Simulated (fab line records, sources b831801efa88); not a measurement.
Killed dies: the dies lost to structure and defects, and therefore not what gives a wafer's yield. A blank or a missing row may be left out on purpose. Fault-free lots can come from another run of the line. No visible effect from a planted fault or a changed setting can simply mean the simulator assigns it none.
A lot that was struck, set against a sound lot ; flow gf180mcu ; 16 steps out of a route of 602
Sound: the wafers L661.2, L661.5, L661.6. Wafers L666.2, L666.4, L666.5 were the ones struck. At the end, the cause is stated.
Per side, at each step with rows, come the tool, then ch with its chambers, and then its first start. Under that, the readings that differ: sound wafers ; struck wafers ; difference of the means ; sigmas: that difference in standard deviations of wafers without a fault.
alike: readings whose means differ by less than 2 such deviations, and words and numbers that are the same on both sides. not compared: withheld readings, readings that some wafer has no value for, bounds like >300 that may hide the same value, and numbers for which the record gives no deviation and whose values overlap.
The two part at a step that has a row with sigmas, a row that says differs or no value, or rows on one side only. Numbers that have no deviation but don't overlap get no sigmas and don't part them. Lack of a reading on every wafer of one side parts them only where that side has two or more wafers.

first, 4 steps without rows for these wafers: GF_M3_SOFTBAKE_10 (time 60 s); GF_M3_EXPOSE_11 (exposes mask Metal3, target cd 280 nm); GF_M3_PEB_12 (peb time 90 s); GF_M3_DEVELOP_13 (develop time 60 s).
GF_M3_CD_MEAS_14 targets a cd of 280 nm.
  sound on cd-sem-01, day 21 18:07; struck on cd-sem-02, day 23 12:00
  alike: cd-nm
GF_M3_OVL_MEAS_15:
  sound on overlay-01, day 21 18:13; struck on overlay-01, day 23 12:07
  alike: M3_OVL
GF_M3_METAL_ETCH_16: etches the open film in Cl2/BCl3, stops on SiO2, target depth 627.5 nm, time 104.6 s.
  sound on rie-metal-02 ch 0,1, day 21 18:15; struck on rie-metal-04 ch 0,1, day 23 12:08
  alike: drypump-motor-current-A, oes-product-au, throttle-valve-pct
  not compared: rf-hours-counter-h
GF_M3_STRIP_17: strips in O2/N2.
  sound on plasma-asher-03 ch 0,1, day 21 18:22; struck on plasma-asher-04 ch 0,1, day 23 12:15
  alike: drypump-motor-current-A, heater-power-w, oes-product-au, platen-temp-c, strip-time-to-endpoint-s
  not compared: rf-hours-counter-h
then, 3 steps without rows for these wafers: GF_M3_STRIP_18 (strips in post etch residue remover, time 1200 s); GF_M3_CLEAN_19 (cleans in DIW); GF_V3_CVD_00 (deposits SiO2, target thk 600 nm, time 100 s).
GF_V3_THK_MEAS_01:
  sound on film-metro-02, day 21 19:01; struck on film-metro-04, day 23 12:54
  alike: V3_CVD_00_THK
GF_V3_CVD_02: deposits SiO2 from TEOS, target thk 850 nm, time 94.851 s.
  sound on pecvd-03 ch 0,1, day 21 19:04; struck on pecvd-04 ch 0,2, day 23 12:57
reading;sound;struck;difference;sigmas
run-length-s (s);122.5 122.5 122.9;118.3 118.6 118.5;-4.2;-8
model.SiO2_of_V3_CVD_02.thk-nm (nm);856.6 858.4 848.6;812.1 827.2 835.2;-29.7;
  alike: heater-power-w
GF_V3_THK_MEAS_03:
  sound on film-metro-03, day 21 19:08; struck on film-metro-04, day 23 13:02
reading;sound;struck;difference;sigmas
V3_CVD_02_THK (nm);856 859 849;813 827 835;-30;-3
GF_V3_CMP_04: polishes SiO2.
  sound on cmp-01 ch 1,2,3, day 21 19:20; struck on cmp-02 ch 2,3, day 23 13:05
  alike: head-pressure-psi, motor-current-A, time-to-endpoint-s
-- the record jumps here: 7 days lie between the struck wafers' starts before and after (it left off in module V3 and takes up again in module PASSIVATION, whose first step shown is number 602 of the route) --
GF_PASSIVATION_PROBE_99:
  rows exist in the record for the struck wafers here (prober-02, day 30 17:20), but not for the sound ones

== WHERE THEY PART ==
First at GF_V3_CVD_02; last, within this record, at GF_PASSIVATION_PROBE_99.

WHY: what had been put in by the simulator
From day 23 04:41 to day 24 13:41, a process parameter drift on pecvd-04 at GF_V3_CVD_02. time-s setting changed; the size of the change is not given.
